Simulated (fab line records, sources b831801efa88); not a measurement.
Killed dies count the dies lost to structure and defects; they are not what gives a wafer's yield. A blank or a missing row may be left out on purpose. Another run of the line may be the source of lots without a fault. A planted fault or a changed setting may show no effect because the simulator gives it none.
Problem report, 8D (eight disciplines) form, completed by code	flow gf180mcu	the parts of the form that need people (team, actions taken, sign-off) are left out

1. WHAT WENT WRONG
Wafers without a fault read 0.859 a.u., standard deviation 0.0046; oes product au at GF_V5_ETCH_17 reads a mean of 0.907 a.u. on 3 wafers belonging to 2 lots. Relative to the usual mean, that is a shift of +10 standard deviations.
The step: etches SiO2 in C4F8/O2/Ar, stops on TiN, target depth 855 nm.
The step gives no start for some of these wafers. Wafers with a number at this step in the record: 32, from 11 lots. Rule for "out" (also "out of limits"): further than 4 standard deviations from the usual mean. The other wafers with a number count as sound.

2. WHAT IT IS AND WHAT IT IS NOT
question	is	is not
which readings at this step	oes product au	-
which lots	L787, L788	L778, L781, L795, L796, L797, L798, L799, L800, L801
which wafers of those lots	L787.2, L788.1, L788.2	L787.5, L787.6
read on which tools	rie diel-01, rie diel-04	rie diel-03

3. THE SUSPECTS, EACH WITH WHAT RULES IT OUT
Counting: if a tool at a process step up to the reading ran every lot that is out, it stays a suspect. Sound lots after the first of them don't rule it out here, since some wafers of a struck lot are sound.
- cmp-01 at GF_V5_CMP_04 (polishes SiO2): kept. Ran every lot that is out, first one L787 (day 29 05:14); last sound lot up to then L781 (day 27 04:25).
After counting, what remains is cmp-01 at GF_V5_CMP_04.

4. THE CAUSE (what the simulator had put in)
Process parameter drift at GF_V5_CMP_04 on cmp-01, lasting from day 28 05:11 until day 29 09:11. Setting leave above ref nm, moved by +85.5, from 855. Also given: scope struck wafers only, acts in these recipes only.
Only this tool survived the counting.

5. THE CHAIN OF EFFECTS, in route order
Each row: a reading whose mean over the struck wafers that have a number lies more than 3 standard deviations from the usual. Only readings whose record carries a usual standard deviation are examined. hours: median over the lots of the time between each lot's start at the first step of this table that gives one and its start at this step. sigmas: the change, counted in usual standard deviations.
hours	step	reading	usual	on struck wafers	change	sigmas
-	GF_V5_ETCH_17	oes product au	0.859 a.u.	0.907	+0.048	+10
Process steps it contains:
- GF_V5_ETCH_17: etches SiO2 in C4F8/O2/Ar, stops on TiN, target depth 855 nm.

6. HOW IT WOULD HAVE BEEN CAUGHT EARLIER
No tool reading at GF_V5_CMP_04 that has a usual standard deviation in the record was out on any struck wafer, so an alarm limit of 4 standard deviations on those readings would not have fired.
